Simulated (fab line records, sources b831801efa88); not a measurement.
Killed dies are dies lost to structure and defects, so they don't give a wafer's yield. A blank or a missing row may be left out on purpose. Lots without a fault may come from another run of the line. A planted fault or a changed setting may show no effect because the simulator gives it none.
fab line records | flow sky130
record lots=13 wafers=39 last_day=50
route steps=708 shown PWDE@49 NWELL@78 VT_ADJUST_NCORE@130 VT_ADJUST_HVTR@138
lots that met no fault: from a run of the same line without faults
start_h: hours from the record's first day to the start of the lot's first wafer shown | wait_h: hours since the lot's step before | " the same as in the row above | L1.1+2: a row that stands for several wafers | - no value, or no start given | * or withheld: withheld | < > ~ a bound
route shown NAME@n: a module of which the file shows steps, and the number in the route of the first | usual: mean/standard deviation of fault-free wafers | same: alike in all rows | chamber/n: place in a boat | sites: the reading at each site | _std_site: their standard deviation | _edge_site: outer sites' mean less inner sites' | radius_mm: how far each site lies from the wafer's centre | mask NAME#n: copy n | behind: the tool/chamber that last shaped the wafer | hold: why the lot was held/for how many hours/how that ended | device: the transistor (n, p or np) that didn't switch | end of line: the same wafers' tests at the end of the route | a step without rows: its recipe alone | killed: dies lost to structure and defects at the first sort, not the wafer's yield | map: a wafer's dies, x killed, . not, _ none there
set.NAME: the setting as run; set.NAME@STEP: as run at that earlier step | model.NAME: the simulator's own value behind a step, which no gauge read
steps of the route over a sample of lots; a table a step, a row a wafer
services: from which hour (start_h, from the record's first day; less than 0 if before it) a tool's chamber was out of use, for how many hours, and why
## steps
# step SKY_PWDE_EXPOSE_04
# recipe mask_id=PWDEM na=0.6 source_shape=conventional sigma_outer=0.6 polarization=unpolarized target_cd_nm=840 dose_mj=214
# usual stage_vel_mm_s=499.93/0.27
# same na=0.6
# columns lot.wafer tool chamber start_h wait_h mask stage_vel_mm_s
L336.1 iline_stepper-01 0 61.92 - PWDEM#0 500.08
L336.3 " 0 " " PWDEM#0 500.09
L336.4 " 0 " " PWDEM#0 499.64
L337.4 iline_stepper-02 0 63.88 - PWDEM#0 499.75
L337.5 " 0 " " PWDEM#0 499.61
L337.6 " 0 " " PWDEM#0 499.96
L342.1 iline_stepper-01 0 93.94 - PWDEM#0 499.78
L342.3 " 0 " " PWDEM#0 499.78
L342.6 " 0 " " PWDEM#0 499.73
L343.3 iline_stepper-01 0 102.15 - DNM#0 500.16
L343.4 " 0 " " DNM#0 500.47
L343.6 " 0 " " DNM#0 500.77
L344.4 iline_stepper-01 0 105.35 - PWDEM#0 500.31
L344.5 " 0 " " PWDEM#0 499.56
L344.6 " 0 " " PWDEM#0 500.15
L345.1 iline_stepper-01 0 110.86 - PWDEM#0 500.29
L345.2 " 0 " " PWDEM#0 500.53
L345.4 " 0 " " PWDEM#0 500.16
L353.1 iline_stepper-01 0 154.31 - PWDEM#0 500.10
L353.3 " 0 " " PWDEM#0 499.87
L353.6 " 0 " " PWDEM#0 499.97
L354.1 iline_stepper-01 0 159.58 - PWDEM#0 499.79
L354.3 " 0 " " PWDEM#0 499.74
L354.5 " 0 " " PWDEM#0 499.83
L355.2 iline_stepper-02 0 163.49 - PWDEM#0 499.59
L355.4 " 0 " " PWDEM#0 499.62
L355.6 " 0 " " PWDEM#0 499.77
L356.1 iline_stepper-02 0 170.96 - PWDEM#0 499.81
L356.4 " 0 " " PWDEM#0 499.89
L356.6 " 0 " " PWDEM#0 499.74
L357.2 iline_stepper-02 0 176.85 - PWDEM#0 500.00
L357.5 " 0 " " PWDEM#0 500.24
L357.6 " 0 " " PWDEM#0 499.98
L359.2 iline_stepper-01 0 187.79 - PWDEM#0 500.06
L359.4 " 0 " " PWDEM#0 500.45
L359.5 " 0 " " PWDEM#0 500.21
L358.1 iline_stepper-01 0 188.28 - PWDEM#0 499.91
L358.3 " 0 " " PWDEM#0 499.89
L358.4 " 0 " " PWDEM#0 499.79
# step SKY_PWDE_OVL_MEAS_07
# usual PWDE_OVL=0.2/1.5
# columns lot.wafer tool chamber start_h wait_h PWDE_OVL[nm]
L336.1 overlay-02 - 69.71 - -1.9
L336.3 " - " " -1.9
L336.4 " - " " -1.5
L337.4 overlay-02 - 71.40 - 0.2
L337.5 " - " " 1.3
L337.6 " - " " -1.2
L342.1 overlay-01 - 101.84 - -0.8
L342.3 " - " " -1.6
L342.6 " - " " -0.9
L343.3 overlay-02 - 110.79 - -
L343.4 " - " " -
L343.6 " - " " -
L344.4 overlay-01 - 113.81 - 0.3
L344.5 " - " " -0.3
L344.6 " - " " 0.2
L345.1 overlay-01 - 119.91 - -1.2
L345.2 " - " " -0.2
L345.4 " - " " 0.2
L353.1 overlay-02 - 163.41 - 1.5
L353.3 " - " " -1.7
L353.6 " - " " -0.4
L354.1 overlay-01 - 168.53 - -1.7
L354.3 " - " " -1.1
L354.5 " - " " -1.6
L355.2 overlay-01 - 173.47 - 0.4
L355.4 " - " " 1.6
L355.6 " - " " -0.1
L356.1 overlay-01 - 180.86 - 1.8
L356.4 " - " " 1.5
L356.6 " - " " 2.9
L357.2 overlay-01 - 186.63 - -2.0
L357.5 " - " " -0.7
L357.6 " - " " 0.2
L359.2 overlay-01 - 198.42 - 1.4
L359.4 " - " " 3.2
L359.5 " - " " 2.8
L358.1 overlay-02 - 198.74 - -1.1
L358.3 " - " " 0.7
L358.4 " - " " 0.9
# step SKY_PWDE_TW_MEAS_10
# usual PWDE_TW=379/3.9
# columns lot.wafer tool chamber start_h wait_h PWDE_TW
L336.1 film_metro-04 - 70.00 0.1 381
L336.3 " - " " 383
L336.4 " - " " 382
L337.4 film_metro-04 - 71.69 0.1 383
L337.5 " - " " 383
L337.6 " - " " 382
L342.1 film_metro-04 - 102.13 0.1 383
L342.3 " - " " 382
L342.6 " - " " 382
L343.3 film_metro-04 - 111.08 0.1 31
L343.4 " - " " 31
L343.6 " - " " 31
L344.4 film_metro-04 - 114.15 0.1 383
L344.5 " - " " 382
L344.6 " - " " 383
L345.1 film_metro-01 - 120.20 0.1 376
L345.2 " - " " 376
L345.4 " - " " 377
L353.1 film_metro-01 - 163.70 0.1 377
L353.3 " - " " 375
L353.6 " - " " 376
L354.1 film_metro-01 - 168.81 0.1 375
L354.3 " - " " 376
L354.5 " - " " 378
L355.2 film_metro-04 - 173.76 0.1 382
L355.4 " - " " 382
L355.6 " - " " 384
L356.1 film_metro-02 - 181.15 0.1 374
L356.4 " - " " 375
L356.6 " - " " 371
L357.2 film_metro-04 - 186.92 0.1 384
L357.5 " - " " 382
L357.6 " - " " 383
L359.2 film_metro-04 - 198.71 0.1 382
L359.4 " - " " 383
L359.5 " - " " 383
L358.1 film_metro-01 - 199.03 0.1 377
L358.3 " - " " 377
L358.4 " - " " 377
# step SKY_NWELL_STRIP_25
# recipe chemistry=O2/N2 power_w=1400 pressure_mtorr=1500 platen_temp_c=withheld o2_flow_sccm=3000 n2_flow_sccm=300 overash_fraction=0.5
# usual drypump_motor_current_A=5.68/0.26 oes_product_au=0.723/0.0043 strip_time_to_endpoint_s=36.86/0.095
# columns lot.wafer tool chamber start_h wait_h drypump_motor_current_A oes_product_au rf_hours_counter_h strip_time_to_endpoint_s
L336.1 plasma_asher-02 1 104.11 0.1 6.13 0.722 44 36.88
L336.3 " 1 " " 6.10 0.726 - 36.84
L336.4 " 0 " " 5.23 0.722 - 36.89
L337.4 plasma_asher-02 0 105.65 0.1 5.25 0.728 - 36.93
L337.5 " 0 " " 5.24 0.716 - 37.06
L337.6 " 1 " " 6.13 0.722 - 36.86
L342.1 plasma_asher-04 0 139.21 0.1 5.86 0.724 2 36.75
L342.3 " 0 " " 5.84 0.727 - 36.84
L342.6 " 0 " " 5.83 0.720 - 36.79
L343.3 plasma_asher-03 0 148.75 0.1 5.71 0.722 - 36.90
L343.4 " 1 " " 5.65 0.724 - 37.04
L343.6 " 0 " " 5.68 0.722 - 36.92
L344.4 plasma_asher-03 1 152.21 0.1 5.71 0.729 - 36.87
L344.5 " 1 " " 5.73 0.725 - 36.75
L344.6 " 0 " " 5.67 0.719 - 36.81
L345.1 plasma_asher-04 0 159.11 0.1 5.80 0.721 4 36.87
L345.2 " 1 " " 5.54 0.721 4 36.81
L345.4 " 0 " " 5.82 0.721 - 36.90
L353.1 plasma_asher-02 1 206.21 0.1 6.09 0.722 55 36.95
L353.3 " 1 " " 6.12 0.717 - 36.99
L353.6 " 1 " " 6.09 0.714 - 36.96
L354.1 plasma_asher-04 1 212.01 0.1 5.59 0.724 9 36.84
L354.3 " 0 " " 5.84 0.727 - 36.77
L354.5 " 0 " " 5.81 0.725 - 36.75
L355.2 plasma_asher-04 0 217.43 0.1 5.85 0.723 10 36.94
L355.4 " 0 " " 5.81 0.713 - 36.85
L355.6 " 1 " " 5.49 0.717 - 36.84
L356.1 plasma_asher-04 0 226.53 0.1 5.83 0.719 11 36.95
L356.4 " 0 " " 5.82 0.718 - 36.83
L356.6 " 0 " " 5.86 0.718 - 36.88
L357.2 plasma_asher-02 1 231.71 0.1 6.09 0.729 58 36.99
L357.5 " 1 " " 6.07 0.721 - 36.94
L357.6 " 0 " " 5.24 0.715 - 36.92
L359.2 plasma_asher-02 0 245.23 0.1 5.24 0.725 59 36.95
L359.4 " 0 " " 5.23 0.722 - 36.87
L359.5 " 1 " " 6.10 0.722 - 36.89
L358.1 plasma_asher-03 1 245.96 0.1 5.72 0.725 38 37.01
L358.3 " 0 " " 5.68 0.731 - 37.08
L358.4 " 1 " " 5.70 0.720 - 37.07
# step SKY_VT_ADJUST_NCORE_TW_MEAS_11
# usual VT_ADJUST_NCORE_TW=220.0/1.3
# columns lot.wafer tool chamber start_h wait_h VT_ADJUST_NCORE_TW
L336.1 film_metro-02 - 180.63 0.1 219.1
L336.3 " - " " 218.9
L336.4 " - " " 219.1
L337.4 film_metro-03 - 181.91 0.1 220.9
L337.5 " - " " 220.1
L337.6 " - " " 220.4
L342.1 film_metro-02 - 222.65 0.1 219.1
L342.3 " - " " 218.0
L342.6 " - " " 217.7
L343.3 film_metro-02 - 233.74 0.1 217.5
L343.4 " - " " 219.1
L343.6 " - " " 218.4
L344.4 film_metro-02 - 240.48 0.1 218.7
L344.5 " - " " 217.6
L344.6 " - " " 219.4
L345.1 film_metro-03 - 247.28 0.1 222.0
L345.2 " - " " 220.1
L345.4 " - " " 220.2
L353.1 film_metro-02 - 302.95 0.1 217.6
L353.3 " - " " 217.9
L353.6 " - " " 218.4
L354.1 film_metro-03 - 309.38 0.1 220.4
L354.3 " - " " 221.6
L354.5 " - " " 220.5
L355.2 film_metro-01 - 316.46 0.1 220.6
L355.4 " - " " 221.1
L355.6 " - " " 219.6
L356.1 film_metro-01 - 325.50 0.1 221.5
L356.4 " - " " 219.7
L356.6 " - " " 220.4
L357.2 film_metro-01 - 333.26 0.1 220.0
L357.5 " - " " 220.8
L357.6 " - " " 221.2
L359.2 film_metro-01 - 348.41 0.1 221.7
L359.4 " - " " 220.8
L359.5 " - " " 222.4
L358.1 film_metro-01 - 348.93 0.1 220.3
L358.3 " - " " 220.8
L358.4 " - " " 219.8
# step SKY_VT_ADJUST_HVTR_CD_MEAS_07
# recipe target_cd_nm=380
# usual cd_nm=381.5/2.3
# columns lot.wafer tool chamber start_h wait_h cd_nm
L336.1 cd_sem-01 - 202.34 0.1 379.5
L336.3 " - " " 378.0
L336.4 " - " " 377.3
L337.4 cd_sem-02 - 203.14 0.1 380.4
L337.5 " - " " 379.0
L337.6 " - " " 379.6
L342.1 cd_sem-02 - 246.07 0.1 379.7
L342.3 " - " " 380.5
L342.6 " - " " 379.0
L343.3 cd_sem-02 - 256.62 0.1 380.5
L343.4 " - " " 381.9
L343.6 " - " " 382.4
L344.4 cd_sem-02 - 263.70 0.1 385.1
L344.5 " - " " 382.0
L344.6 " - " " 382.4
L345.1 cd_sem-02 - 271.37 0.1 383.0
L345.2 " - " " 383.8
L345.4 " - " " 383.2
L353.1 cd_sem-02 - 329.12 0.1 381.3
L353.3 " - " " 383.2
L353.6 " - " " 382.0
L354.1 cd_sem-01 - 335.69 0.1 381.8
L354.3 " - " " 381.8
L354.5 " - " " 380.5
L355.2 cd_sem-01 - 343.36 0.1 381.2
L355.4 " - " " 382.2
L355.6 " - " " 383.9
L356.1 cd_sem-01 - 352.64 0.2 379.4
L356.4 " - " " 382.9
L356.6 " - " " 379.4
L357.2 cd_sem-01 - 360.94 0.1 381.4
L357.5 " - " " 381.7
L357.6 " - " " 381.4
L359.2 cd_sem-02 - 376.09 0.1 379.0
L359.4 " - " " 380.5
L359.5 " - " " 379.8
L358.1 cd_sem-02 - 377.52 0.1 376.4
L358.3 " - " " 376.2
L358.4 " - " " 380.4
## services
# columns tool chamber start_h hours kind
plasma_asher-02 - 69.87 3.5 repair
iline_stepper-01 - 70.24 1.7 pm
iline_stepper-02 0 70.60 - calibration
iline_stepper-01 - 75.84 1.8 repair
plasma_asher-03 - 77.84 21.3 repair
plasma_asher-04 - 108.75 9.0 pm
plasma_asher-04 0 108.75 9.0 vent_cycle
plasma_asher-04 1 108.75 9.0 vent_cycle
plasma_asher-02 - 110.65 5.4 repair
iline_stepper-02 - 111.80 4.6 repair
plasma_asher-03 - 112.16 11.3 repair
plasma_asher-04 0 117.75 - clean
plasma_asher-04 1 117.75 - clean
plasma_asher-03 - 128.24 2.5 repair
plasma_asher-03 - 138.45 2.4 repair
iline_stepper-02 - 173.69 1.7 pm
iline_stepper-01 0 229.15 - calibration
plasma_asher-04 - 231.93 3.5 repair
iline_stepper-02 - 236.16 8.9 pm
## key
first_sign step=SKY_PWDE_EXPOSE_04 reading=mask direction=changed
effect step=SKY_PWDE_OVL_MEAS_07 reading=PWDE_OVL direction=missing
effect step=SKY_PWDE_TW_MEAS_10 reading=PWDE_TW direction=down sigmas=89 usual=379 struck=31
met_at SKY_PWDE_EXPOSE_04
struck_lots L343
sort_left_out L343.3,L343.4,L343.6
tester_left_out L343
not_acting_at SKY_NWELL_STRIP_25,SKY_VT_ADJUST_NCORE_TW_MEAS_11,SKY_VT_ADJUST_HVTR_CD_MEAS_07
onset_between 93.94 102.15
fault kind=wrong_mask tool=any chamber=- onset_h=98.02 steps=SKY_PWDE_EXPOSE_04 aux_copy=DNM#0 scope=struck_lots_only
# tester_left_out: of these lots the tester's yield and bins aren't shown, on N5 and GAA mostly nor the transistor test; their killed dies are dies lost to structure and defects alone, not to doping, threshold or leakage, so they don't give the yield
# sort_left_out: the simulated sort isn't trusted on such a fault, so these wafers' sort isn't shown, and their yield isn't known
